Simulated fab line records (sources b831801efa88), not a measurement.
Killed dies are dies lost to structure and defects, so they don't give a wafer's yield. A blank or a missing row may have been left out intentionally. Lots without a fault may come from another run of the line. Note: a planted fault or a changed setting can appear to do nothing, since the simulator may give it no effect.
8D (eight disciplines) problem report, filled in by code + flow sfq_line + the parts of the form that need people (team, actions taken, sign-off) are left out

## 1. PROBLEM STATEMENT
spin_speed_rpm at SFQ_TRILAYER_M2_LITHO_COAT_062 reads a mean of 3189.4 rpm on 6 wafers of 2 lots; wafers without a fault read 3000.3 rpm with a standard deviation of 1.8. That is +99 or more standard deviations from the usual mean.
The step: resist thk 62 nm.
First seen on wafer L679.1, day 34 07:11, on litho_track-03. At this step, 18 wafers from 6 lots have a number in the record. Rule for "out" (also "out of limits"): further than 4 standard deviations from the usual mean. The other wafers with a number count as sound.

## 2. WHAT IT IS; WHAT IT IS NOT
| question                    | is                     | is not                            |
|-----------------------------|------------------------|-----------------------------------|
| which readings at this step | spin_speed_rpm         | dispense_pressure_kPa, exhaust_pa |
| which lots                  | L679, L680             | L661, L663, L665, L670            |
| which wafers of those lots  | all that have a number | -                                 |
| read on which tools         | litho_track-03         | litho_track-01                    |
| when                        | from day 34 07:11      | up to then (12 sound wafers)      |

## 3. THE SUSPECTS, EACH WITH WHAT RULES IT OUT
Counting: a tool at a process step up to the reading stays a suspect if it ran every lot that is out and no sound lot after the first of them.
- litho_track-03 at SFQ_TRILAYER_M2_LITHO_COAT_062 (resist thk 62 nm): kept. All lots that are out passed through it, beginning with L679 at day 34 07:11, and no sound lot followed; its final sound lot before that point was L665 at day 27 05:46. On those wafers its own readings are out: spin_speed_rpm.
Left after counting: litho_track-03 at SFQ_TRILAYER_M2_LITHO_COAT_062.

## 4. THE CAUSE (what the simulator had put in)
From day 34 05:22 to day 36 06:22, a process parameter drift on litho_track-03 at SFQ_TRILAYER_M2_LITHO_COAT_062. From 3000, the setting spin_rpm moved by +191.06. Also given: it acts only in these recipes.
Counting left only this tool.

## 5. THE CHAIN OF EFFECTS, in route order
One row per reading whose mean, taken over the struck wafers that have a number, lies over 3 standard deviations from the usual. Only readings whose record carries a usual standard deviation are examined. hours: median over the lots of the time between each lot's start at the first step of this table that gives one and its start at this step. sigmas: the change, counted in usual standard deviations.
| hours | step                           | reading        | usual      | on struck wafers | change | sigmas      |
|-------|--------------------------------|----------------|------------|------------------|--------|-------------|
| 0     | SFQ_TRILAYER_M2_LITHO_COAT_062 | spin_speed_rpm | 3000.3 rpm | 3189.4           | +189.1 | +99 or more |
Process steps it contains:
- SFQ_TRILAYER_M2_LITHO_COAT_062: resist thk 62 nm.
Later measuring or inspecting steps at which every struck wafer that the step has a row for has a number for every such reading, and none has moved that far: SFQ_M2_OVL_MEAS_916.

## 6. HOW IT WOULD HAVE BEEN CAUGHT EARLIER
2 hours passed between the start of the fault at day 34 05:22 and the first reading out of limits in this record, taken at day 34 07:11.
